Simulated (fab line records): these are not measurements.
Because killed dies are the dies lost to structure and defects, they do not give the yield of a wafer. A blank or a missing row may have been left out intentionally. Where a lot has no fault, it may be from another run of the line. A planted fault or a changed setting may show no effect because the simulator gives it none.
Code-filled problem report in 8D (eight disciplines) form -- flow sky130 -- the parts of the form that need people (team, actions taken, sign-off) are left out

== 1. THE ISSUE ==
Wafers without a fault read 89.18 s, standard deviation 0.14; runLengthS at SKY_VT_ADJUST_LVTN_SOFTBAKE_14 reads a mean of 98.58 s on 9 wafers belonging to 3 lots. That is +67 standard deviations from the usual mean.
The step: time 60 s.
First seen on wafer L685.2, day 10 19:55, on lithoTrack-04. At this step, 42 wafers from 14 lots have a number in the record. By rule, "out" or "out of limits" means more than 4 standard deviations away from the usual mean. The rest of the wafers with a number are treated as sound.

== 2. WHAT IT IS AND WHAT IT IS NOT ==
question,is,is not
which readings at this step,runLengthS,-
which lots,"L685, L686, L687","L672, L675, L676, L678, L679, L680, L681, L682, L683, L694, L695"
which wafers of those lots,all that have a number,-
read on which tools,lithoTrack-04,"lithoTrack-02, lithoTrack-03"
when,from day 10 19:55,"up to then (27 sound wafers); but 6 sound wafers of L694, L695 came after"

== 3. THE SUSPECTS, EACH WITH WHAT RULES IT OUT ==
Counting: a tool at a process step up to the reading stays a suspect if it ran every lot that is out and no sound lot after the first of them.
- lithoTrack-04 at SKY_VT_ADJUST_LVTN_SOFTBAKE_14 (time 60 s): kept. Every lot that is out went through it, starting with L685 (day 10 19:55), and after that it ran no sound lot; the last sound lot it ran before then is L683 (day 10 07:08). On those wafers its own readings are out: runLengthS.
Left after counting: lithoTrack-04 at SKY_VT_ADJUST_LVTN_SOFTBAKE_14.

== 4. THE CAUSE (what the simulator had put in) ==
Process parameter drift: lithoTrack-04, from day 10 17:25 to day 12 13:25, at SKY_VT_ADJUST_LVTN_SOFTBAKE_14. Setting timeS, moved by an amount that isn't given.
After counting, this tool was the only one left.

== 5. THE EFFECT CHAIN, in route order ==
Rows list readings where the struck wafers' mean (over those with a number) sits beyond 3 standard deviations from the usual. Scope: only readings with a usual standard deviation given in the record; hours: median across lots of the time from each lot's start at the first step in this table that gives one to its start at this step; sigmas: change in usual standard deviations.
hours,step,reading,usual,on struck wafers,change,sigmas
0,SKY_VT_ADJUST_LVTN_SOFTBAKE_14,runLengthS,89.18 s,98.58,+9.40,+67
Process steps it contains:
- SKY_VT_ADJUST_LVTN_SOFTBAKE_14: time 60 s.
At these later measuring or inspecting steps, every struck wafer for which the step has a row has a number for every such reading, and none has moved that far: SKY_GATE_OXIDE_TW_MEAS_14, SKY_LI_CONTACT_BOW_MEAS_03.

== 6. HOW IT WOULD HAVE BEEN CAUGHT EARLIER ==
2 hours passed between the start of the fault at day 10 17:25 and the first reading out of limits in this record, taken at day 10 19:55.
